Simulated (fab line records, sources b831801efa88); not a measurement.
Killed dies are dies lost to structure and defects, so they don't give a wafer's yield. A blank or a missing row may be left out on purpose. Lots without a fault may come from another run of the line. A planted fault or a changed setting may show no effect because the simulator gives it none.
fab line records | flow sky130
record lots=6 wafers=17 last_day=49
route steps=708 shown CAPM@538 METAL3@555 PAD_OPEN@708
lots that met no fault: from a run of the same line without faults
start_h: hours from the record's first day to the start of the lot's first wafer shown | wait_h: hours since the lot's step before | " the same as in the row above | L1.1+2: a row that stands for several wafers | - no value, or no start given | * or withheld: withheld | < > ~ a bound
route shown NAME@n: a module of which the file shows steps, and the number in the route of the first | usual: mean/standard deviation of fault-free wafers | same: alike in all rows | chamber/n: place in a boat | sites: the reading at each site | _std_site: their standard deviation | _edge_site: outer sites' mean less inner sites' | radius_mm: how far each site lies from the wafer's centre | mask NAME#n: copy n | behind: the tool/chamber that last shaped the wafer | hold: why the lot was held/for how many hours/how that ended | device: the transistor (n, p or np) that didn't switch | end of line: the same wafers' tests at the end of the route | a step without rows: its recipe alone | killed: dies lost to structure and defects at the first sort, not the wafer's yield | map: a wafer's dies, x killed, . not, _ none there
set.NAME: the setting as run; set.NAME@STEP: as run at that earlier step | model.NAME: the simulator's own value behind a step, which no gauge read
lots at some steps of the route; a table a step, a row a wafer
services: from which hour (start_h, from the record's first day; less than 0 if before it) a tool's chamber was out of use, for how many hours, and why
## steps
# step SKY_CAPM_THK_MEAS_01
# recipe reads=SiO2_of_CAPM_CVD_00
# usual CAPM_CVD_00_THK=15.63/0.22
# columns lot.wafer tool chamber start_h wait_h CAPM_CVD_00_THK[nm]
L237.1 film_metro-01 - 871.14 - 15.38
L237.2 " - " " 15.53
L237.6 " - " " 15.86
L238.1 film_metro-02 - 874.62 - 15.30
L238.2 " - " " 15.45
L238.5 " - " " 15.48
L240.2 film_metro-04 - 891.91 - 15.92
L240.4 " - " " 15.70
L240.5 " - " " 15.94
L245.3 film_metro-01 - 920.94 - 15.82
L245.5 " - " " 15.74
L245.6 " - " " 15.73
L246.1 film_metro-02 - 929.44 - 15.25
L246.2 " - " " 15.34
L251.1 film_metro-01 - 968.98 - 15.87
L251.2 " - " " 15.43
L251.6 " - " " 15.63
# step SKY_CAPM_SPUTTER_02
# recipe material=TiN target_thk_nm=200 temp_c=300 power_w=6500 time_s=166.7 chamber_pressure_pa=0.4
# usual throttle_valve_pct=29.9/0.99
# columns lot.wafer tool chamber start_h wait_h throttle_valve_pct
L237.1 pvd_sputter-03 - 871.27 0.1 30.5
L237.2 " - " " 30.7
L237.6 " - " " 30.1
L238.1 pvd_sputter-04 - 874.68 0.1 28.8
L238.2 " - " " 32.2
L238.5 " - " " 30.0
L240.2 pvd_sputter-03 - 891.96 0.0 30.0
L240.4 " - " " 28.5
L240.5 " - " " 30.7
L245.3 pvd_sputter-03 - 920.98 0.0 30.7
L245.5 " - " " 30.4
L245.6 " - " " 30.8
L246.1 pvd_sputter-03 - 929.50 0.1 30.3
L246.2 " - " " 29.9
L251.1 pvd_sputter-02 - 969.04 0.1 29.0
L251.2 " - " " 30.5
L251.6 " - " " 29.2
# step SKY_CAPM_RS_MEAS_03
# recipe thk_meas_gauge=four-point-probe reads=TiN_of_CAPM_SPUTTER_02
# usual CAPM_TIN_RS=6.93/0.075
# columns lot.wafer tool chamber start_h wait_h CAPM_TIN_RS[ohm/sq]
L237.1 film_metro-04 - 871.38 0.1 6.96
L237.2 " - " " 6.88
L237.6 " - " " 6.92
L238.1 film_metro-04 - 874.80 0.1 6.95
L238.2 " - " " 6.93
L238.5 " - " " 6.94
L240.2 film_metro-01 - 892.09 0.1 6.98
L240.4 " - " " 6.95
L240.5 " - " " 6.89
L245.3 film_metro-04 - 921.13 0.1 6.94
L245.5 " - " " 6.91
L245.6 " - " " 7.05
L246.1 film_metro-04 - 929.60 0.1 7.00
L246.2 " - " " 7.00
L251.1 film_metro-02 - 969.15 0.1 6.96
L251.2 " - " " 7.03
L251.6 " - " " 6.96
# step SKY_CAPM_THK_MEAS_04
# recipe thk_meas_gauge=xrf reads=TiN_of_CAPM_SPUTTER_02
# usual CAPM_TIN_THK=199.1/2.4
# columns lot.wafer tool chamber start_h wait_h CAPM_TIN_THK[nm]
L237.1 film_metro-04 - 871.50 0.1 198.5
L237.2 " - " " 200.8
L237.6 " - " " 198.8
L238.1 film_metro-04 - 874.92 0.1 198.9
L238.2 " - " " 198.1
L238.5 " - " " 197.8
L240.2 film_metro-01 - 892.20 0.1 198.3
L240.4 " - " " 200.4
L240.5 " - " " 201.7
L245.3 film_metro-04 - 921.23 0.1 198.3
L245.5 " - " " 198.5
L245.6 " - " " 195.7
L246.1 film_metro-04 - 929.72 0.1 196.5
L246.2 " - " " 196.9
L251.1 film_metro-02 - 969.27 0.1 196.9
L251.2 " - " " 196.3
L251.6 " - " " 196.1
# step SKY_CAPM_DEHYDRATE_05
# recipe temp_c=200 time_s=60
# step SKY_CAPM_HMDS_06
# recipe prime_time_s=60 prime_temp_c=120
# step SKY_CAPM_COAT_07
# recipe resist=NOVOLAK spin_rpm=3000 resist_thk_nm=1140
# step SKY_CAPM_SOFTBAKE_08
# recipe temp_c=90 time_s=60 resist=NOVOLAK
# step SKY_CAPM_EXPOSE_09
# recipe mask_id=CAPM na=0.6 source_shape=conventional sigma_outer=0.6 polarization=unpolarized target_cd_nm=1000 dose_mj=159
# step SKY_CAPM_PEB_10
# recipe temp_c=withheld time_s=* resist=NOVOLAK
# step SKY_CAPM_DEVELOP_11
# recipe resist=NOVOLAK developer=TMAH develop_time_s=60 dev_temp_c=23
# step SKY_CAPM_OVL_MEAS_12
# usual CAPM_OVL=-0.7/1.2
# columns lot.wafer tool chamber start_h wait_h CAPM_OVL[nm]
L237.1 overlay-01 - 897.02 0.1 -2.4
L237.2 " - " " -0.7
L237.6 " - " " -0.9
L238.1 overlay-02 - 899.82 0.1 -0.9
L238.2 " - " " 0.0
L238.5 " - " " 1.2
L240.2 overlay-02 - 916.75 0.1 -1.0
L240.4 " - " " -0.4
L240.5 " - " " 0.6
L245.3 overlay-02 - 945.90 0.1 -1.3
L245.5 " - " " 0.3
L245.6 " - " " -2.4
L246.1 overlay-02 - 953.74 0.1 -0.9
L246.2 " - " " 0.3
L251.1 overlay-01 - 992.73 0.1 -1.0
L251.2 " - " " -2.7
L251.6 " - " " -2.8
# step SKY_CAPM_METAL_ETCH_13
# recipe target_depth_nm=220 stop_on=SiO2 chemistry=Cl2/BCl3 target=TiN pressure_mtorr=10 icp_w=900 bias_w=48.5 Cl2_flow_sccm=60 bcl3_flow_sccm=30 time_s=62.9
# usual bcl3_flow_sccm=30.01/0.091 drypump_motor_current_A=5.6/0.36 oes_product_au=0.939/0.0077 run_length_s=91.3/0.41 throttle_valve_pct=21.903/0.0088
# columns lot.wafer tool chamber start_h wait_h bcl3_flow_sccm drypump_motor_current_A oes_product_au rf_hours_counter_h run_length_s throttle_valve_pct model.SiO2_of_CAPM_CVD_00.thk_nm
L237.1 rie_metal-03 1 897.06 0.0 30.13 6.1 0.939 16 90.9 21.902 15.35
L237.2 " 0 " " 29.98 5.0 0.942 2 91.7 21.903 15.54
L237.6 " 0 " " 30.09 5.0 0.941 - 91.4 21.898 15.84
L238.1 rie_metal-04 0 899.86 0.0 30.03 5.8 0.937 1 91.4 21.899 15.31
L238.2 " 1 " " 30.04 5.8 0.937 16 91.9 21.905 15.53
L238.5 " 1 " " 30.13 5.8 0.941 - 91.7 21.908 15.48
L240.2 rie_metal-04 0 916.78 0.0 29.98 5.7 0.913 2 93.9 21.915 15.06
L240.4 " 0 " " 29.97 5.7 0.944 - 91.2 21.894 15.7
L240.5 " 0 " " 29.97 5.7 0.940 - 91.7 21.893 15.93
L245.3 rie_metal-02 0 945.95 0.0 30.09 5.5 0.937 - 91.9 21.912 15.81
L245.5 " 0 " " 30.19 5.5 0.940 - 91.2 21.915 15.79
L245.6 " 1 " " 29.96 5.8 0.932 - 90.8 21.902 15.7
L246.1 rie_metal-04 0 953.78 0.0 30.06 5.8 0.913 4 93.7 21.913 14.41
L246.2 " 1 " " 30.15 5.7 0.915 18 94.5 21.911 14.56
L251.1 rie_metal-03 1 992.76 0.0 29.89 6.2 0.938 21 91.4 21.909 15.85
L251.2 " 0 " " 30.09 5.0 0.937 7 91.4 21.917 15.49
L251.6 " 0 " " 29.98 5.0 0.934 - 91.5 21.905 15.64
# step SKY_CAPM_STRIP_14
# recipe chemistry=O2/N2 power_w=1400 pressure_mtorr=1500 platen_temp_c=withheld o2_flow_sccm=3000 n2_flow_sccm=300 overash_fraction=0.5
# usual drypump_motor_current_A=5.56/0.19 oes_product_au=0.710/0.0042 strip_time_to_endpoint_s=12.65/0.057
# columns lot.wafer tool chamber start_h wait_h drypump_motor_current_A oes_product_au rf_hours_counter_h strip_time_to_endpoint_s
L237.1 plasma_asher-02 1 897.13 0.1 5.58 0.708 108 12.67
L237.2 " 0 " " 5.33 0.712 108 12.70
L237.6 " 1 " " 5.60 0.707 - 12.71
L238.1 plasma_asher-01 0 899.93 0.1 5.45 0.709 15 12.67
L238.2 " 1 " " 5.89 0.716 15 12.76
L238.5 " 0 " " 5.48 0.713 - 12.74
L240.2 plasma_asher-04 0 916.86 0.1 5.68 0.708 79 12.55
L240.4 " 1 " " 5.44 0.699 - 12.57
L240.5 " 1 " " 5.38 0.711 - 12.55
L245.3 plasma_asher-04 1 946.04 0.1 5.41 0.707 - 12.69
L245.5 " 0 " " 5.65 0.708 - 12.66
L245.6 " 1 " " 5.40 0.712 - 12.61
L246.1 plasma_asher-01 0 953.86 0.1 5.45 0.708 21 12.65
L246.2 " 1 " " 5.99 0.710 21 12.72
L251.1 plasma_asher-02 0 992.84 0.1 5.37 0.708 118 12.62
L251.2 " 1 " " 5.58 0.710 118 12.64
L251.6 " 0 " " 5.36 0.709 - 12.65
# step SKY_CAPM_STRIP_15
# recipe chemistry=post_etch_residue_remover time_s=1200 temp_c=72.5
# step SKY_CAPM_CLEAN_16
# recipe chemistry=IPA time_s=180 temp_c=25
# step SKY_CAPM_CLEAN_17
# recipe chemistry=O3/DIW dry=n2_spin
# step SKY_METAL3_DEHYDRATE_05
# recipe temp_c=200 time_s=60
# step SKY_METAL3_HMDS_06
# recipe prime_time_s=60 prime_temp_c=120
# step SKY_METAL3_COAT_07
# recipe resist=BARC temp_c=withheld time_s=withheld spin_rpm=3000 resist_thk_nm=60
# step SKY_METAL3_COAT_08
# recipe resist=KrF-thick spin_rpm=3000 resist_thk_nm=1140
# step SKY_METAL3_SOFTBAKE_09
# recipe temp_c=100 time_s=90 resist=KrF-thick
# step SKY_METAL3_EXPOSE_10
# recipe mask_id=MM3 na=0.68 source_shape=annular sigma_inner=0.4 sigma_outer=0.8 target_cd_nm=300 dose_mj=28
# step SKY_METAL3_PEB_11
# recipe peb_temp_c=withheld peb_time_s=withheld resist=KrF-thick
# step SKY_METAL3_DEVELOP_12
# recipe develop_time_s=60 resist=KrF-thick dev_temp_c=21
# step SKY_METAL3_CD_MEAS_13
# recipe target_cd_nm=300
# usual cd_nm=300.1/1.4
# columns lot.wafer tool chamber start_h wait_h cd_nm
L237.1 cd_sem-02 - 922.34 - 300.2
L237.2 " - " " 298.9
L237.6 " - " " 300.5
L238.1 cd_sem-01 - 925.24 - 301.5
L238.2 " - " " 299.8
L238.5 " - " " 299.0
L240.2 cd_sem-01 - 941.61 - 301.9
L240.4 " - " " 300.5
L240.5 " - " " 300.9
L245.3 cd_sem-01 - 971.03 - 296.1
L245.5 " - " " 299.5
L245.6 " - " " 298.6
L246.1 cd_sem-02 - 978.15 - 298.6
L246.2 " - " " 299.5
L251.1 cd_sem-02 - 1016.69 - 300.2
L251.2 " - " " 299.1
L251.6 " - " " 300.1
# step SKY_METAL3_OVL_MEAS_14
# usual METAL3_OVL=3/4.7
# columns lot.wafer tool chamber start_h wait_h METAL3_OVL[nm]
L237.1 overlay-02 - 922.46 0.1 11
L237.2 " - " " 10
L237.6 " - " " 7
L238.1 overlay-01 - 925.36 0.1 -4
L238.2 " - " " -2
L238.5 " - " " -2
L240.2 overlay-02 - 941.71 0.1 4
L240.4 " - " " 5
L240.5 " - " " 5
L245.3 overlay-02 - 971.12 0.1 4
L245.5 " - " " 3
L245.6 " - " " 10
L246.1 overlay-01 - 978.27 0.1 1
L246.2 " - " " 3
L251.1 overlay-01 - 1016.81 0.1 4
L251.2 " - " " 3
L251.6 " - " " -4
# step SKY_METAL3_DESCUM_15
# recipe chemistry=O2 source_power_w=150 bias_power_w=0 pressure_mtorr=10 temp_c=40 time_s=8
# usual drypump_motor_current_A=5.6/0.32 oes_product_au=1.003/0.015
# columns lot.wafer tool chamber start_h wait_h drypump_motor_current_A oes_product_au rf_hours_counter_h
L237.1 rie_metal-01 1 922.49 0.0 5.4 0.978 5
L237.2 " 0 " " 5.6 0.998 11
L237.6 " 1 " " 5.4 0.982 -
L238.1 rie_metal-02 0 925.39 0.0 5.5 1.013 4
L238.2 " 1 " " 5.8 1.013 6
L238.5 " 1 " " 5.8 1.006 -
L240.2 rie_metal-02 0 941.74 0.0 5.5 1.009 5
L240.4 " 1 " " 5.8 1.012 -
L240.5 " 0 " " 5.5 1.004 -
L245.3 rie_metal-02 1 971.15 0.0 5.7 1.009 -
L245.5 " 0 " " 5.4 1.000 -
L245.6 " 1 " " 5.8 1.019 -
L246.1 rie_metal-03 1 978.30 0.0 6.1 1.009 20
L246.2 " 0 " " 5.0 0.996 6
L251.1 rie_metal-02 0 1016.84 0.0 5.4 1.008 8
L251.2 " 1 " " 5.8 1.010 10
L251.6 " 1 " " 5.8 1.014 -
# step SKY_METAL3_ETCH_16
# recipe chemistry=N2/H2 target=BARC ion_energy_ev=200 bias_w=100 pressure_mtorr=30 n2_flow_sccm=100 h2_flow_sccm=200 icp_w=500 stop_on=SiO2 time_s=88.2 target_depth_a=600
# usual drypump_motor_current_A=5.6/0.32 oes_product_au=0.626/0.0042 run_length_s=116.47/0.29 throttle_valve_pct=13.204/0.0091
# columns lot.wafer tool chamber start_h wait_h drypump_motor_current_A oes_product_au rf_hours_counter_h run_length_s throttle_valve_pct
L237.1 rie_metal-01 1 922.52 0.0 5.4 0.622 5 116.57 13.191
L237.2 " 0 " " 5.6 0.622 11 116.91 13.205
L237.6 " 1 " " 5.4 0.625 - 116.56 13.209
L238.1 rie_metal-02 0 925.42 0.0 5.5 0.623 4 117.04 13.204
L238.2 " 1 " " 5.8 0.628 6 116.03 13.217
L238.5 " 1 " " 5.8 0.616 - 116.08 13.199
L240.2 rie_metal-02 0 941.77 0.0 5.5 0.627 5 116.76 13.218
L240.4 " 1 " " 5.8 0.624 - 115.99 13.211
L240.5 " 0 " " 5.5 0.630 - 116.60 13.196
L245.3 rie_metal-02 1 971.21 0.0 5.8 0.629 - 116.11 13.197
L245.5 " 0 " " 5.4 0.628 - 116.49 13.190
L245.6 " 1 " " 5.8 0.622 - 115.95 13.192
L246.1 rie_metal-03 1 978.33 0.0 6.2 0.630 20 116.44 13.211
L246.2 " 0 " " 5.0 0.635 6 116.55 13.207
L251.1 rie_metal-02 0 1016.88 0.0 5.5 0.627 8 116.92 13.196
L251.2 " 1 " " 5.8 0.624 10 115.87 13.218
L251.6 " 1 " " 5.8 0.623 - 116.14 13.205
# step SKY_METAL3_ETCH_17
# recipe target=SiO2 stop_on=TiN chemistry=C4F8/O2/Ar source_w=1500 bias_w=1200 pressure_mtorr=40 c4f8_flow_sccm=withheld O2_flow_sccm=6 Ar_flow_sccm=300 time_s=3.9 target_depth_a=150
# usual oes_product_au=0.757/0.0073
# columns lot.wafer tool chamber start_h wait_h oes_product_au rf_hours_counter_h model.etch.depth_nm
L237.1 rie_diel-02 3 922.62 0.1 0.744 18 15.35
L237.2 " 2 " " 0.757 16 15.54
L237.6 " 0 " " 0.758 - 15.84
L238.1 rie_diel-02 1 925.52 0.1 0.752 16 15.31
L238.2 " 2 " " 0.751 16 15.53
L238.5 " 0 " " 0.757 - 15.48
L240.2 rie_diel-03 2 941.87 0.1 0.740 14 15.06
L240.4 " 2 " " 0.757 - 15.7
L240.5 " 3 " " 0.769 - 15.93
L245.3 rie_diel-02 0 971.27 0.0 0.765 9 15.81
L245.5 " 0 " " 0.758 - 15.79
L245.6 " 3 " " 0.762 - 15.7
L246.1 rie_diel-02 1 978.43 0.1 0.730 17 14.41
L246.2 " 2 " " 0.727 18 14.56
L251.1 rie_diel-01 2 1016.97 0.1 0.772 14 15.85
L251.2 " 3 " " 0.756 16 15.49
L251.6 " 1 " " 0.758 - 15.64
# step SKY_METAL3_METAL_ETCH_18
# recipe target_depth_a=8450 stop_on=SiO2 over_etch_frac=0.3 time_s=183.1 chemistry=Cl2/BCl3 resist_sidewall_deg=88 pressure_mtorr=10 icp_w=900 bias_w=48.5 Cl2_flow_sccm=60 bcl3_flow_sccm=30
# usual bcl3_flow_sccm=30.00/0.092 drypump_motor_current_A=5.6/0.35 oes_product_au=0.866/0.0064 run_length_s=211.5/0.68 throttle_valve_pct=22.265/0.0093
# columns lot.wafer tool chamber start_h wait_h bcl3_flow_sccm drypump_motor_current_A oes_product_au rf_hours_counter_h run_length_s throttle_valve_pct
L237.1 rie_metal-02 0 922.64 0.0 30.06 5.5 0.863 3 211.5 22.259
L237.2 " 1 " " 30.15 5.7 0.864 6 211.1 22.257
L237.6 " 1 " " 30.17 5.7 0.871 - 211.1 22.271
L238.1 rie_metal-01 0 925.54 0.0 29.87 5.6 0.866 11 211.5 22.275
L238.2 " 1 " " 29.92 5.4 0.868 5 211.5 22.271
L238.5 " 0 " " 29.95 5.6 0.862 - 211.4 22.280
L240.2 rie_metal-01 0 941.89 0.0 30.05 5.6 0.863 12 214.6 22.267
L240.4 " 0 " " 29.88 5.6 0.856 - 214.6 22.268
L240.5 " 1 " " 29.96 5.4 0.867 - 214.7 22.283
L245.3 rie_metal-01 0 971.35 0.1 29.99 5.6 0.871 - 211.4 22.265
L245.5 " 1 " " 30.07 5.4 0.879 - 211.4 22.264
L245.6 " 0 " " 30.08 5.6 0.880 - 211.6 22.260
L246.1 rie_metal-01 1 978.45 0.0 29.96 5.4 0.867 8 211.2 22.260
L246.2 " 0 " " 30.03 5.6 0.866 14 211.7 22.241
L251.1 rie_metal-01 1 1016.99 0.0 30.13 5.4 0.862 11 211.3 22.262
L251.2 " 0 " " 29.95 5.6 0.867 17 211.3 22.267
L251.6 " 0 " " 29.92 5.6 0.873 - 211.7 22.254
# step SKY_PAD_OPEN_PROBE_99
# usual defect_limited_yield=81.9/2 killed_at_M0_to_M3=43/6.5 killed_at_M4_up=3.2/1.8 killed_at_contacts=26/5.2 killed_at_front_end=16/4.8 killed_at_other=0.3/0.6 killed_dies=89/9.6 killed_open=48/7.1 killed_short=40/6.4 sort_bin_3_pad_short=0.9/0.37 sort_bin_5_function=10.7/1.4 sort_bin_6_memory=6.5/1.2 sort_n_pass=403/9.6 sort_yield_pct=81.9/2
# same gross_dies=492 killed_at_back_side=0 sort_bin_4_leakage[%]=0 sort_bin_8_speed[%]=0
# columns lot.wafer tool chamber start_h wait_h defect_limited_yield[%] killed_at_M0_to_M3 killed_at_M4_up killed_at_contacts killed_at_front_end killed_at_other killed_dies killed_open killed_short sort_bin_3_pad_short[%] sort_bin_5_function[%] sort_bin_6_memory[%] sort_n_pass sort_yield_pct[%]
L237.1 prober-02 - 1093.28 0.1 78.5 55 5 29 17 0 106 58 48 1.4 13.8 6.3 386 78.5
L237.2 prober-02 - 1093.33 0.1 84.6 40 2 25 8 1 76 41 34 1.8 7.7 5.9 416 84.6
L237.6 prober-02 - 1093.53 0.2 82.3 37 2 25 22 1 87 44 42 0.6 10.6 6.5 405 82.3
L245.3 prober-01 - 1134.54 0.2 81.5 45 10 21 15 0 91 53 38 0.8 11.4 6.3 401 81.5
L245.5 prober-01 - 1134.64 0.2 82.9 49 4 18 12 1 84 47 37 0.6 11.4 5.1 408 82.9
L245.6 prober-01 - 1134.69 0.2 84.1 30 3 26 18 1 78 41 37 0.6 9.6 5.7 414 84.1
L246.1 prober-02 - 1138.91 0.1 81.9 37 4 28 19 1 89 51 38 1.0 10.2 6.9 403 81.9
L246.2 prober-02 - 1138.96 0.1 79.7 43 2 33 22 0 100 55 44 0.6 11.6 8.1 392 79.7
# killed by level:class
L237.1 LI_CONTACT:geometric_particle:open=15 VIA1:geometric_particle:open=11 METAL2:geometric_particle:short=10 VIA1:geometric_particle:short=9 VIA2:geometric_particle:open=8 CONTACT:geometric_particle:open=6 POLY_GATE:geometric_particle:short=4 METAL3:geometric_particle:short=4
L237.2 CONTACT:geometric_particle:open=9 VIA1:geometric_particle:open=7 LI_CONTACT:geometric_particle:open=7 VIA2:geometric_particle:open=7 CONTACT:geometric_particle:short=6 METAL1:geometric_particle:short=5 VIA1:geometric_particle:short=5 METAL2:geometric_particle:short=4
L237.6 CONTACT:geometric_particle:open=9 VIA1:geometric_particle:open=8 POLY_GATE:geometric_particle:short=7 CONTACT:geometric_particle:short=7 VIA3:geometric_particle:open=7 VIA2:geometric_particle:open=7 FIELD_ISO:geometric_particle:short=5 LI_CONTACT:geometric_particle:short=4
L245.3 VIA2:geometric_particle:open=12 VIA1:geometric_particle:open=10 METAL4:geometric_particle:short=7 LI_CONTACT:geometric_particle:open=5 LOCAL_INTERCONNECT:geometric_particle:short=5 CONTACT:geometric_particle:open=5 FIELD_ISO:geometric_particle:open=4 POLY_GATE:geometric_particle:short=4
L245.5 CONTACT:geometric_particle:open=10 VIA1:geometric_particle:open=9 VIA3:geometric_particle:open=7 VIA3:geometric_particle:short=6 METAL2:geometric_particle:short=5 METAL1:geometric_particle:short=5 VIA1:geometric_particle:short=5 LI_CONTACT:geometric_particle:open=4
L245.6 CONTACT:geometric_particle:open=8 LI_CONTACT:geometric_particle:open=7 VIA2:geometric_particle:open=7 POLY_GATE:geometric_particle:open=5 CONTACT:geometric_particle:short=5 METAL1:geometric_particle:short=4 LI_CONTACT:geometric_particle:short=4 VIA1:geometric_particle:open=4
L246.1 VIA1:geometric_particle:open=12 CONTACT:geometric_particle:open=11 FIELD_ISO:geometric_particle:short=8 VIA3:geometric_particle:open=6 FIELD_ISO:geometric_particle:open=5 LI_CONTACT:geometric_particle:open=5 LI_CONTACT:geometric_particle:short=4 LOCAL_INTERCONNECT:geometric_particle:short=4
L246.2 CONTACT:geometric_particle:open=14 VIA1:geometric_particle:open=10 METAL2:geometric_particle:short=10 CONTACT:geometric_particle:short=8 FIELD_ISO:geometric_particle:open=7 LI_CONTACT:geometric_particle:open=6 POLY_GATE:geometric_particle:open=5 VIA1:geometric_particle:short=5
## services
# columns tool chamber start_h hours kind
rie_metal-04 0 850.38 - clean
rie_metal-04 0 850.38 22.2 scheduled_down
rie_metal-04 0 850.38 22.2 vent_cycle
rie_diel-03 1 852.93 1.3 repair
pvd_sputter-04 - 857.11 7.0 repair
rie_metal-04 - 861.35 2.0 repair
pvd_sputter-02 - 866.86 5.3 repair
pvd_sputter-03 - 880.05 2.3 repair
plasma_asher-04 - 901.04 14.6 pm
rie_metal-01 - 901.46 0.3 repair
pvd_sputter-03 - 904.78 3.0 repair
rie_diel-03 0 905.80 64.4 repair
rie_metal-04 - 917.03 1.4 pm
rie_diel-02 - 922.94 0.5 repair
plasma_asher-01 - 930.95 2.0 repair
pvd_sputter-04 - 938.77 1.9 repair
pvd_sputter-03 - 944.10 1.9 repair
pvd_sputter-03 - 946.71 4.6 repair
rie_diel-02 1 969.98 3.9 repair
rie_diel-01 2 976.43 15.6 repair
rie_metal-04 1 994.35 - clean
rie_metal-04 1 994.35 27.3 scheduled_down
rie_metal-04 1 994.35 27.3 vent_cycle
rie_metal-04 - 998.82 0.6 repair
## key
first_sign step=SKY_CAPM_METAL_ETCH_13 reading=run_length_s direction=up sigmas=6.7 usual=* struck=*
effect step=SKY_CAPM_METAL_ETCH_13 reading=oes_product_au direction=down sigmas=3.4 usual=0.939 struck=0.913
effect step=SKY_METAL3_ETCH_17 reading=oes_product_au direction=down sigmas=3.5 usual=0.757 struck=0.732
model_effect step=SKY_CAPM_METAL_ETCH_13 value=SiO2_of_CAPM_CVD_00.thk_nm without=15.54 struck=14.67
model_effect step=SKY_METAL3_ETCH_17 value=etch.depth_nm without=15.54 struck=14.67
met_at SKY_CAPM_METAL_ETCH_13
struck_wafers L240.2,L246.1,L246.2
onset_between 899.86 916.78
fault kind=process_parameter_drift tool=rie_metal-04 chamber=- onset_h=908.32 steps=SKY_CAPM_METAL_ETCH_13 channel=time_s offset=* shape=step end_h=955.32 scope=struck_wafers_only acts_in=* stated=*
